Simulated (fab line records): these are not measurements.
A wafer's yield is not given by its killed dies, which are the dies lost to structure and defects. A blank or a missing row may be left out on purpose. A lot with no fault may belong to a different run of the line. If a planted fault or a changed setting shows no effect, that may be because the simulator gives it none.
Which tool is to blame? | flow gf180mcu | 6 lots with 17 wafers sampled at 2 steps, on a route of 602 steps

WHAT THE GAUGES READ, wafer by wafer
GF_PSD_RS_MEAS_14: measurement is done with a four-point probe.
lot  | measured     | on            | NSD_RS (ohm/sq)
L168 | day 14 15:15 | film metro-03 | 46.09 46.14 46.22
L170 | day 15 07:01 | film metro-04 | 45.95 46.10 45.93
L172 | day 16 02:22 | film metro-01 | 45.97 46.09 46.00
L178 | day 18 02:52 | film metro-03 | 46.07 47.96
L184 | day 20 01:17 | film metro-03 | 46.18 46.20 46.25
L189 | day 21 21:31 | film metro-04 | 46.12 46.07 46.33

EACH LOT AND THE TOOL THAT RAN IT (in order: tool; ch and the chambers of the sampled wafers; start)
lot  | GF_PSD_RTA_13
L168 | rtp anneal-01 ch 0, day 14 15:10
L170 | rtp anneal-02 ch 0, day 15 06:56
L172 | rtp anneal-02 ch 0, day 16 02:17
L178 | rtp anneal-01 ch 0, day 18 02:46
L184 | rtp anneal-02 ch 0, day 20 01:11
L189 | rtp anneal-02 ch 0, day 21 21:26
- GF_PSD_RTA_13: time 20 s.

THE ANSWER, worked out from the rows above alone
Rule: usual is defined by the lots themselves. Put in order of their means at a reading, lots are off if they are a third of the lots or fewer, leave a main group of 4 or more, and stand apart from it by a gap of 3 or more times the standard deviation of the main group's means; of several such gaps the widest counts. The tables above print the reading to a certain number of digits; a main group whose means all agree to those digits is not used. Also off: a lot with no number at a reading for which 4 or more lots have one. All remaining lots with rows at the step are treated as sound.
Off: L178, at GF_PSD_RS_MEAS_14 (NSD_RS). Mean 46.11 ohm/sq and standard deviation 0.086 in the main group.
If a tool, at a process step before that reading, ran all the lots that are off and no sound lot after the first of them, it fits. Those tools and the gauges at GF_PSD_RS_MEAS_14 are tried in the same way. One fits: rtp anneal-01 at GF_PSD_RTA_13. Its last sound lot is L168 (day 14 15:10), its first lot that is off L178 (day 18 02:46): a fault that began between those two fits.

WHAT HAD BEEN PUT IN BY THE SIMULATOR
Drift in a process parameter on rtp anneal-01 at GF_PSD_RTA_13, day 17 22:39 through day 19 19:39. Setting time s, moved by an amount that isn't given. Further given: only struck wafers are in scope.
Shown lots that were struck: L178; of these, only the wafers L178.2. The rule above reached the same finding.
